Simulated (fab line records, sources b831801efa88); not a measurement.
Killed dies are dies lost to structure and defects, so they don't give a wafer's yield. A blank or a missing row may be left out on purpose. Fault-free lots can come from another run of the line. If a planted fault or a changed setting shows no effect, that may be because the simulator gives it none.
Which tool was responsible? / flow gf180mcu / 39 wafers from 13 lots sampled at 3 of the route's 602 steps

== WHAT EACH GAUGE READ, for each wafer ==
GF_LVPWELL_OVL_MEAS_07. Usual: LVPWELL_OVL gives -0.5 nm (standard deviation 1.3).
lot=L883; measured=day 3 19:29; on=overlay-01; LVPWELL_OVL (nm)=-0.8 -0.9 -0.2; flag=
lot=L885; measured=day 4 06:17; on=overlay-01; LVPWELL_OVL (nm)=-0.8 -0.1 1.5; flag=
lot=L887; measured=day 4 19:22; on=overlay-01; LVPWELL_OVL (nm)=-1.7 -0.7 -1.5; flag=
lot=L891; measured=day 5 18:00; on=overlay-01; LVPWELL_OVL (nm)=-1.1 -2.1 -1.0; flag=
lot=L892; measured=day 5 23:10; on=overlay-01; LVPWELL_OVL (nm)=-3.0 -1.6 -1.4; flag=
lot=L898; measured=day 7 10:03; on=overlay-02; LVPWELL_OVL (nm)=-0.3 0.6 2.1; flag=
lot=L899; measured=day 7 14:54; on=overlay-01; LVPWELL_OVL (nm)=0.0 0.7 -0.2; flag=
lot=L900; measured=day 7 19:13; on=overlay-01; LVPWELL_OVL (nm)=2.4 1.7 0.2; flag=
lot=L901; measured=day 8 03:26; on=overlay-01; LVPWELL_OVL (nm)=0.4 -0.5 2.1; flag=
lot=L902; measured=day 8 09:25; on=overlay-01; LVPWELL_OVL (nm)=-1.9 -2.4 0.0; flag=
lot=L903; measured=day 8 13:55; on=overlay-02; LVPWELL_OVL (nm)=0.3 1.9 0.0; flag=
lot=L904; measured=day 8 22:19; on=overlay-01; LVPWELL_OVL (nm)=0.3 0.6 -1.9; flag=
lot=L906; measured=day 9 08:36; on=overlay-01; LVPWELL_OVL (nm)=-0.3 -2.6 -1.1; flag=

== WHAT TOOL EACH LOT RAN ON (gives the tool, then ch and the chambers of the sampled wafers, and finally the start) ==
lot=L883; GF_STI_ETCH_14=rie-si-01 ch 0,2, day 2 01:21; GF_NWELL_EXPOSE_04=iline-stepper-01 ch 0, day 3 00:20
lot=L885; GF_STI_ETCH_14=rie-si-01 ch 0,2,3, day 2 11:16; GF_NWELL_EXPOSE_04=iline-stepper-02 ch 0, day 3 11:22
lot=L887; GF_STI_ETCH_14=rie-si-02 ch 0,1,3, day 2 21:38; GF_NWELL_EXPOSE_04=iline-stepper-02 ch 0, day 3 22:54
lot=L891; GF_STI_ETCH_14=rie-si-02 ch 1,2,3, day 3 17:51; GF_NWELL_EXPOSE_04=iline-stepper-02 ch 0, day 4 19:56
lot=L892; GF_STI_ETCH_14=rie-si-02 ch 1,2,3, day 3 23:25; GF_NWELL_EXPOSE_04=iline-stepper-01 ch 0, day 5 01:17
lot=L898; GF_STI_ETCH_14=rie-si-01 ch 0,2,3, day 5 06:18; GF_NWELL_EXPOSE_04=iline-stepper-01 ch 0, day 6 10:44
lot=L899; GF_STI_ETCH_14=rie-si-02 ch 1,2, day 5 12:42; GF_NWELL_EXPOSE_04=iline-stepper-01 ch 0, day 6 16:05
lot=L900; GF_STI_ETCH_14=rie-si-02 ch 0,2,3, day 5 16:16; GF_NWELL_EXPOSE_04=iline-stepper-01 ch 0, day 6 18:38
lot=L901; GF_STI_ETCH_14=rie-si-01 ch 0,1,2, day 5 22:03; GF_NWELL_EXPOSE_04=iline-stepper-01 ch 0, day 7 02:41
lot=L902; GF_STI_ETCH_14=rie-si-01 ch 0,1, day 6 02:56; GF_NWELL_EXPOSE_04=iline-stepper-01 ch 0, day 7 09:26
lot=L903; GF_STI_ETCH_14=rie-si-02 ch 0,1, day 6 09:05; GF_NWELL_EXPOSE_04=iline-stepper-01 ch 0, day 7 12:47
lot=L904; GF_STI_ETCH_14=rie-si-02 ch 0,1,3, day 6 14:58; GF_NWELL_EXPOSE_04=iline-stepper-02 ch 0, day 7 21:41
lot=L906; GF_STI_ETCH_14=rie-si-02 ch 0,2, day 7 01:50; GF_NWELL_EXPOSE_04=iline-stepper-01 ch 0, day 8 07:01
- GF_STI_ETCH_14: etches Si in HBr/Cl2/O2, target depth 360 nm, time 102.9 s.
- GF_NWELL_EXPOSE_04: exposes mask Nwell, target cd 860 nm.

== AS READ BY THE TOOLS THEMSELVES (means over the sampled wafers that have a number; for cases with no such wafer, the mark the record gives instead) ==
GF_STI_ETCH_14. Usual: bias-w 150.0 W, standard deviation 0.49; chamber-pressure-mTorr 15.000 mTorr, standard deviation 0.014; drypump-motor-current-A 6.0 A, standard deviation 0.46; oes-product-au 0.999 a.u., standard deviation 0.011; throttle-valve-pct 25.657 %, standard deviation 0.012.
lot=L883; tool=rie-si-01; bias-w (W)=149.8; chamber-pressure-mTorr (mTorr)=14.994; drypump-motor-current-A (A)=5.6; oes-product-au (a.u.)=0.988; throttle-valve-pct (%)=25.665; flag=
lot=L885; tool=rie-si-01; bias-w (W)=150.2; chamber-pressure-mTorr (mTorr)=15.016; drypump-motor-current-A (A)=5.7; oes-product-au (a.u.)=0.993; throttle-valve-pct (%)=25.666; flag=
lot=L887; tool=rie-si-02; bias-w (W)=149.8; chamber-pressure-mTorr (mTorr)=15.005; drypump-motor-current-A (A)=6.0; oes-product-au (a.u.)=1.008; throttle-valve-pct (%)=25.653; flag=
lot=L891; tool=rie-si-02; bias-w (W)=149.6; chamber-pressure-mTorr (mTorr)=15.003; drypump-motor-current-A (A)=5.8; oes-product-au (a.u.)=0.993; throttle-valve-pct (%)=25.662; flag=
lot=L892; tool=rie-si-02; bias-w (W)=150.3; chamber-pressure-mTorr (mTorr)=15.003; drypump-motor-current-A (A)=5.8; oes-product-au (a.u.)=0.993; throttle-valve-pct (%)=25.659; flag=
lot=L898; tool=rie-si-01; bias-w (W)=150.1; chamber-pressure-mTorr (mTorr)=14.994; drypump-motor-current-A (A)=5.8; oes-product-au (a.u.)=0.987; throttle-valve-pct (%)=25.664; flag=
lot=L899; tool=rie-si-02; bias-w (W)=149.7; chamber-pressure-mTorr (mTorr)=15.001; drypump-motor-current-A (A)=5.9; oes-product-au (a.u.)=1.011; throttle-valve-pct (%)=25.654; flag=
lot=L900; tool=rie-si-02; bias-w (W)=150.3; chamber-pressure-mTorr (mTorr)=14.994; drypump-motor-current-A (A)=6.0; oes-product-au (a.u.)=0.995; throttle-valve-pct (%)=25.653; flag=
lot=L901; tool=rie-si-01; bias-w (W)=150.1; chamber-pressure-mTorr (mTorr)=14.993; drypump-motor-current-A (A)=6.0; oes-product-au (a.u.)=0.996; throttle-valve-pct (%)=25.659; flag=
lot=L902; tool=rie-si-01; bias-w (W)=150.2; chamber-pressure-mTorr (mTorr)=14.996; drypump-motor-current-A (A)=6.0; oes-product-au (a.u.)=0.992; throttle-valve-pct (%)=25.665; flag=
lot=L903; tool=rie-si-02; bias-w (W)=150.0; chamber-pressure-mTorr (mTorr)=14.999; drypump-motor-current-A (A)=6.2; oes-product-au (a.u.)=1.008; throttle-valve-pct (%)=25.651; flag=
lot=L904; tool=rie-si-02; bias-w (W)=150.0; chamber-pressure-mTorr (mTorr)=15.012; drypump-motor-current-A (A)=6.1; oes-product-au (a.u.)=0.999; throttle-valve-pct (%)=25.646; flag=
lot=L906; tool=rie-si-02; bias-w (W)=150.3; chamber-pressure-mTorr (mTorr)=15.008; drypump-motor-current-A (A)=6.4; oes-product-au (a.u.)=0.986; throttle-valve-pct (%)=25.661; flag=

== THE ANSWER, worked out from the rows above alone ==
Rule: a lot counts as off when the mean over its wafers that have a number is more than 3 standard deviations away from the usual mean. Also off: a lot with no number at a reading for which 4 or more lots have one. Where the step has rows for the other lots, those lots are counted as sound. First the gauges in route order, then the tools' own readings, where a lot's mean is used as printed above. At the first step where some lot is off, the reading lying furthest off is the one used; lots without a number count as furthest.
No lot is off on any of the readings shown, so nothing can be concluded from this.

== WHAT THE SIMULATOR PUT IN ==
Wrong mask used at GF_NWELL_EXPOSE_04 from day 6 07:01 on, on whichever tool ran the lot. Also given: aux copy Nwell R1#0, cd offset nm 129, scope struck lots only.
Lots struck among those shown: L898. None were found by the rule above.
